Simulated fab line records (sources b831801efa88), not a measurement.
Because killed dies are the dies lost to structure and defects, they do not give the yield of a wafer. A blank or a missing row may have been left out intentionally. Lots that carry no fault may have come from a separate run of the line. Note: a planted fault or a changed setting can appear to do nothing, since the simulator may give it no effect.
fab line records	flow sky130
record: lots: 6	wafers: 18	lastDay: 50
route steps=708 shown LI_CONTACT@369 PAD_OPEN@708
lots untouched by any fault: they come from a run of this same line in which no faults occurred
startH: hours from the record's opening day to when the first of the lot's shown wafers began	waitH: hours since the lot's step before	" repeats the value in the row above	L1.1+2: several wafers, shown together as one row	- no value, or no start was given	* or withheld: withheld	< > ~ a bound
route shown NAME@n: names a module that has steps shown in the file, with the first one's number in the route	usual: mean/standard deviation of fault-free wafers	same: alike in all rows	chamber/n: place in a boat	sites: per-site readings	_std_site: their standard deviation	_edge_site: inner sites' mean taken away from outer sites' mean	radiusMm: for every site, how far away it sits from the centre of the wafer	mask NAME#n: copy n	behind: the last tool/chamber to shape the wafer	hold: cause of the lot's hold/its duration in hours/its outcome	device: the n, p or np transistor that did not switch	end of line: the tests these same wafers got at the end of their route	step lacking rows: just its recipe	killed: the dies lost at the first sort to structure and to defects; this is not the yield of the wafer	map: the dies of a wafer, with x for killed, . for not killed, _ for no die there
set.NAME: the setting the step ran with; set.NAME@STEP: the setting that earlier step ran with	model.NAME: the simulator's own value behind a step, which no gauge read
certain route steps with their lots: each step a table, each wafer a row
services: a tool's chamber out of use, with start hour (startH, from the record's first day; less than 0 if before it), hours out, and reason
== steps ==
step: SKY_LI_CONTACT_COAT_07
recipe: resist: KrF-thick	spinRpm: 3000	resistThkNm: 450
step: SKY_LI_CONTACT_SOFTBAKE_08
recipe: tempC: 100	timeS: 90	resist: KrF-thick
step: SKY_LI_CONTACT_EXPOSE_09
recipe: maskId: LICM1	na: 0.8	sourceShape: annular	sigmaInner: 0.55	sigmaOuter: 0.85	targetCdNm: 170	doseMj: 38
step: SKY_LI_CONTACT_PEB_10
recipe: pebTempC: withheld	pebTimeS: withheld	resist: KrF-thick
step: SKY_LI_CONTACT_DEVELOP_11
recipe: developTimeS: 60	resist: KrF-thick	devTempC: 21
step: SKY_LI_CONTACT_CD_MEAS_12
recipe: targetCdNm: 170
usual: cdNm: 169.9/1.6
lot.wafer	tool	chamber	startH	waitH	cdNm
L556.1	cdSem-01	-	717.21	-	171.0
L556.4	"	-	"	"	170.4
L556.5	"	-	"	"	170.9
L563.1	cdSem-02	-	772.96	-	171.2
L563.4	"	-	"	"	171.9
L563.5	"	-	"	"	171.1
L564.2	cdSem-02	-	793.18	-	171.0
L564.4	"	-	"	"	170.1
L564.6	"	-	"	"	168.8
L570.1	cdSem-02	-	831.06	-	166.3
L570.4	"	-	"	"	167.0
L570.6	"	-	"	"	167.4
L572.3	cdSem-01	-	833.48	-	172.1
L572.4	"	-	"	"	171.0
L572.5	"	-	"	"	169.7
L574.2	cdSem-01	-	849.49	-	170.8
L574.3	"	-	"	"	170.4
L574.6	"	-	"	"	171.7
step: SKY_LI_CONTACT_OVL_MEAS_13
usual: LI_CONTACT_OVL: -4/5.7
lot.wafer	tool	chamber	startH	waitH	LI_CONTACT_OVL[nm]
L556.1	overlay-01	-	717.33	0.1	-7
L556.4	"	-	"	"	-5
L556.5	"	-	"	"	-6
L563.1	overlay-02	-	773.08	0.1	-5
L563.4	"	-	"	"	1
L563.5	"	-	"	"	-3
L564.2	overlay-01	-	793.29	0.1	-4
L564.4	"	-	"	"	-14
L564.6	"	-	"	"	-5
L570.1	overlay-01	-	831.18	0.1	4
L570.4	"	-	"	"	-1
L570.6	"	-	"	"	-5
L572.3	overlay-02	-	833.57	0.1	-12
L572.4	"	-	"	"	-12
L572.5	"	-	"	"	-5
L574.2	overlay-01	-	849.59	0.1	4
L574.3	"	-	"	"	-3
L574.6	"	-	"	"	-4
step: SKY_LI_CONTACT_ETCH_14
recipe: chemistry: N2/H2	target: BARC	ionEnergyEv: 200	sourceW: 500	biasW: 100	pressureMtorr: 30	n2FlowSccm: 100	h2FlowSccm: 200	stopOn: SiO2	timeS: 45.9	targetDepthA: 600
usual: drypumpMotorCurrentA: 5.7/0.48	oesProductAu: 0.854/0.0048	throttleValvePct: 13.228/0.0088
lot.wafer	tool	chamber	startH	waitH	drypumpMotorCurrentA	oesProductAu	rfHoursCounterH	throttleValvePct
L556.1	rieDiel-03	0	717.36	0.0	6.1	0.857	3	13.227
L556.4	"	3	"	"	5.5	0.853	19	13.235
L556.5	"	2	"	"	5.5	0.848	-	13.223
L563.1	rieDiel-04	0	773.11	0.0	5.0	0.861	8	13.221
L563.4	"	3	"	"	5.8	0.852	0	13.217
L563.5	"	3	"	"	5.8	0.856	-	13.229
L564.2	rieDiel-01	1	793.32	0.0	5.9	0.850	22	13.222
L564.4	"	0	"	"	6.4	0.849	-	13.227
L564.6	"	1	"	"	5.9	0.856	-	13.229
L570.1	rieDiel-03	0	831.22	0.0	6.1	0.851	5	13.227
L570.4	"	3	"	"	5.5	0.863	21	13.234
L570.6	"	0	"	"	6.1	0.849	-	13.235
L572.3	rieDiel-04	3	833.60	0.0	5.8	0.856	2	13.249
L572.4	"	2	"	"	6.0	0.844	5	13.215
L572.5	"	2	"	"	6.0	0.849	-	13.236
L574.2	rieDiel-03	3	849.62	0.0	5.5	0.853	22	13.227
L574.3	"	0	"	"	6.1	0.855	6	13.215
L574.6	"	1	"	"	6.4	0.853	-	13.226
step: SKY_LI_CONTACT_ETCH_15
recipe: target: PSG	chemistry: C4F8/O2/Ar	stopOn: Si	taperDeg: 4.15	maskMaterial: KrF-thick	sourceW: 1500	biasW: 1200	pressureMtorr: 40	c4f8FlowSccm: withheld	O2_flow_sccm: 6	Ar_flow_sccm: 300	timeS: withheld	targetDepthA: 6000
usual: oesProductAu: 0.837/0.0045
lot.wafer	tool	chamber	startH	waitH	oesProductAu
L556.1	rieDiel-03	0	717.41	0.0	0.840
L556.4	"	3	"	"	0.832
L556.5	"	2	"	"	0.841
L563.1	rieDiel-04	0	773.16	0.0	0.839
L563.4	"	3	"	"	0.835
L563.5	"	3	"	"	0.836
L564.2	rieDiel-01	1	793.36	0.0	0.838
L564.4	"	0	"	"	0.835
L564.6	"	1	"	"	0.831
L570.1	rieDiel-03	0	831.26	0.0	0.835
L570.4	"	3	"	"	0.827
L570.6	"	0	"	"	0.834
L572.3	rieDiel-04	3	833.64	0.0	0.840
L572.4	"	2	"	"	0.831
L572.5	"	2	"	"	0.838
L574.2	rieDiel-03	3	849.67	0.0	0.835
L574.3	"	0	"	"	0.839
L574.6	"	1	"	"	0.843
step: SKY_LI_CONTACT_STRIP_16
recipe: chemistry: O2/N2	powerW: 1400	pressureMtorr: 1500	platenTempC: withheld	o2FlowSccm: 3000	n2FlowSccm: 300	overashFraction: 0.5
usual: drypumpMotorCurrentA: 6.20/0.27	oesProductAu: 0.374/0.0044	stripTimeToEndpointS: 3.48/0.036
lot.wafer	tool	chamber	startH	waitH	drypumpMotorCurrentA	oesProductAu	rfHoursCounterH	stripTimeToEndpointS
L556.1	plasmaAsher-04	1	717.49	-	6.24	0.374	59	3.50
L556.4	"	0	"	"	6.33	0.371	-	3.45
L556.5	"	1	"	"	6.24	0.371	-	3.44
L563.1	plasmaAsher-02	1	773.24	-	6.54	0.383	3	3.48
L563.4	"	1	"	"	6.53	0.371	-	3.41
L563.5	"	1	"	"	6.51	0.375	-	3.44
L564.2	plasmaAsher-01	0	793.44	-	5.82	0.369	99	3.51
L564.4	"	0	"	"	5.83	0.370	-	3.48
L564.6	"	1	"	"	6.42	0.369	-	3.50
L570.1	plasmaAsher-01	0	831.34	-	5.80	0.374	104	3.55
L570.4	"	0	"	"	5.81	0.378	-	3.52
L570.6	"	0	"	"	5.81	0.372	-	3.57
L572.3	plasmaAsher-04	0	833.76	-	6.36	0.376	-	3.42
L572.4	"	1	"	"	6.22	0.374	-	3.43
L572.5	"	0	"	"	6.35	0.375	-	3.47
L574.2	plasmaAsher-02	0	849.75	-	5.77	0.370	8	3.44
L574.3	"	0	"	"	5.77	0.375	-	3.52
L574.6	"	0	"	"	5.78	0.378	-	3.46
step: SKY_LI_CONTACT_CLEAN_17
recipe: chemistry: NMP	timeS: 600	tempC: 60	dry: n2Spin
step: SKY_LI_CONTACT_PRE_CLEAN_18
recipe: gas: Ar	timeS: 5.6	biasV: 358
step: SKY_LI_CONTACT_SPUTTER_19
recipe: material: Ti	targetThkNm: 20	chamberPressurePa: 5	powerW: 2500	substrateTempC: 200	timeS: 106.37
usual: throttleValvePct: 30.4/1.4
lot.wafer	tool	chamber	startH	waitH	throttleValvePct	model.Ti_of_LI_CONTACT_SPUTTER_19.thkNm
L556.1	pvdSputter-01	-	717.79	0.0	29.2	19.76
L556.4	"	-	"	"	28.6	19.73
L556.5	"	-	"	"	28.6	19.59
L563.1	pvdSputter-03	-	773.54	0.0	29.3	20.02
L563.4	"	-	"	"	29.5	19.98
L563.5	"	-	"	"	31.1	23.13
L564.2	pvdSputter-03	-	793.74	0.0	29.6	23.33
L564.4	"	-	"	"	31.1	20.44
L564.6	"	-	"	"	29.7	23.54
L570.1	pvdSputter-01	-	831.65	0.0	30.8	19.94
L570.4	"	-	"	"	30.4	19.97
L570.6	"	-	"	"	29.2	20.28
L572.3	pvdSputter-04	-	834.02	0.0	29.1	20.33
L572.4	"	-	"	"	32.0	20.42
L572.5	"	-	"	"	32.0	20.54
L574.2	pvdSputter-03	-	850.05	0.0	29.9	20.06
L574.3	"	-	"	"	30.9	20
L574.6	"	-	"	"	30.9	20.12
step: SKY_LI_CONTACT_SPUTTER_20
recipe: material: TiN	targetThkNm: 20	chamberPressurePa: 5	powerW: 4000	timeS: 80
usual: throttleValvePct: 30.4/1.4
lot.wafer	tool	chamber	startH	waitH	throttleValvePct
L556.1	pvdSputter-01	-	717.86	0.0	28.9
L556.4	"	-	"	"	28.5
L556.5	"	-	"	"	29.0
L563.1	pvdSputter-03	-	773.61	0.0	29.8
L563.4	"	-	"	"	29.4
L563.5	"	-	"	"	30.7
L564.2	pvdSputter-03	-	793.81	0.0	29.7
L564.4	"	-	"	"	31.0
L564.6	"	-	"	"	29.7
L570.1	pvdSputter-01	-	831.73	0.0	31.0
L570.4	"	-	"	"	29.9
L570.6	"	-	"	"	28.9
L572.3	pvdSputter-04	-	834.10	0.0	29.1
L572.4	"	-	"	"	31.7
L572.5	"	-	"	"	32.0
L574.2	pvdSputter-03	-	850.12	0.0	29.9
L574.3	"	-	"	"	30.9
L574.6	"	-	"	"	31.0
step: SKY_PAD_OPEN_PROBE_99
usual: killed_at_M0_to_M3: 44/6.8	killed_at_M4_up: 3.2/1.7	killedAtContacts: 24/4.9	killedAtFrontEnd: 14/4.1	killedAtOther: 0.2/0.51	killedDies: 85/8.7	killedOpen: 46/6.8	killedShort: 39/6.1
same: grossDies: 492	killedAtBackSide: 0
lot.wafer	tool	chamber	startH	waitH	killed_at_M0_to_M3	killed_at_M4_up	killedAtContacts	killedAtFrontEnd	killedAtOther	killedDies	killedOpen	killedShort
L564.4	prober-01	-	1160.30	0.2	32	3	26	16	1	78	41	37
L564.6	prober-01	-	1160.40	0.2	39	4	21	8	0	72	36	36
L574.2	prober-01	-	1196.51	0.1	40	3	27	13	0	83	46	37
L574.3	prober-01	-	1196.56	0.2	53	4	20	15	1	93	47	46
L574.6	prober-01	-	1196.71	0.2	34	3	25	16	0	78	48	30
killed by level:class
L564.4 CONTACT:geometricParticle:open=13 LI_CONTACT:geometricParticle:open=8 VIA1:geometricParticle:open=7 METAL1:geometricParticle:short=7 POLY_GATE:geometricParticle:short=6 VIA3:geometricParticle:open=6 VIA1:geometricParticle:short=5 FIELD_ISO:geometricParticle:short=3
L564.6 CONTACT:geometricParticle:short=7 METAL2:geometricParticle:short=7 CONTACT:geometricParticle:open=6 VIA2:geometricParticle:open=6 VIA1:geometricParticle:open=5 LI_CONTACT:geometricParticle:open=4 VIA2:geometricParticle:short=4 VIA3:geometricParticle:open=4
L574.2 VIA1:geometricParticle:open=11 METAL1:geometricParticle:short=8 LI_CONTACT:geometricParticle:open=8 CONTACT:geometricParticle:open=8 LI_CONTACT:geometricParticle:short=5 LOCAL_INTERCONNECT:geometricParticle:short=5 VIA2:geometricParticle:open=4 FIELD_ISO:geometricParticle:short=3
L574.3 VIA1:geometricParticle:open=13 METAL2:geometricParticle:short=12 CONTACT:geometricParticle:open=11 METAL1:geometricParticle:short=6 FIELD_ISO:geometricParticle:open=4 POLY_GATE:geometricParticle:open=4 LI_CONTACT:geometricParticle:open=4 VIA1:geometricParticle:short=4
L574.6 VIA1:geometricParticle:open=14 CONTACT:geometricParticle:open=11 LI_CONTACT:geometricParticle:open=8 POLY_GATE:geometricParticle:open=5 POLY_GATE:geometricParticle:short=4 CONTACT:geometricParticle:short=4 FIELD_ISO:geometricParticle:short=3 METAL2:geometricParticle:short=3
== services ==
tool	chamber	startH	hours	kind
rieDiel-01	2	696.69	9.1	repair
rieDiel-01	1	698.34	2.0	repair
rieDiel-03	0	722.62	4.6	repair
plasmaAsher-02	-	733.75	9.0	pm
rieDiel-04	1	737.34	2.4	repair
rieDiel-04	3	739.74	-	clean
rieDiel-04	3	739.74	15.5	scheduledDown
rieDiel-04	3	739.74	15.5	ventCycle
rieDiel-01	0	748.85	11.4	repair
rieDiel-01	2	751.81	3.0	repair
rieDiel-01	2	762.22	52.3	repair
rieDiel-03	-	764.97	38.8	repair
pvdSputter-01	-	765.70	12.3	repair
rieDiel-01	3	772.81	12.5	repair
rieDiel-03	2	774.71	6.1	repair
rieDiel-01	0	775.66	3.3	repair
pvdSputter-01	-	781.16	50.1	repair
rieDiel-01	0	798.87	4.5	repair
rieDiel-01	1	807.07	13.0	repair
pvdSputter-01	-	812.53	1.7	repair
rieDiel-03	-	819.74	2.8	pm
plasmaAsher-02	-	821.65	11.7	repair
plasmaAsher-02	-	833.31	14.6	pm
rieDiel-04	0	837.38	3.6	repair
== key ==
firstSign none at tools or gauges
modelEffect: step: SKY_LI_CONTACT_SPUTTER_19	value: Ti_of_LI_CONTACT_SPUTTER_19.thkNm	without: 20.22	struck: 23.33
metAt SKY_LI_CONTACT_SPUTTER_19
struckWafers L563.5,L564.2,L564.6
testerLeftOut L563,L564
fault: kind: processParameterDrift	tool: pvdSputter-03	chamber: -	onsetH: 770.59	steps: SKY_LI_CONTACT_SPUTTER_19	channel: targetThkNm	offset: 3.1193	shape: step	endH: 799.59	scope: struckWafersOnly	actsIn: theseRecipesOnly	stated: 20
testerLeftOut: of these lots the tester's yield and bins aren't shown, on N5 and GAA mostly nor the transistor test; their killed dies are dies lost to structure and defects alone, not to doping, threshold or leakage, so they don't give the yield
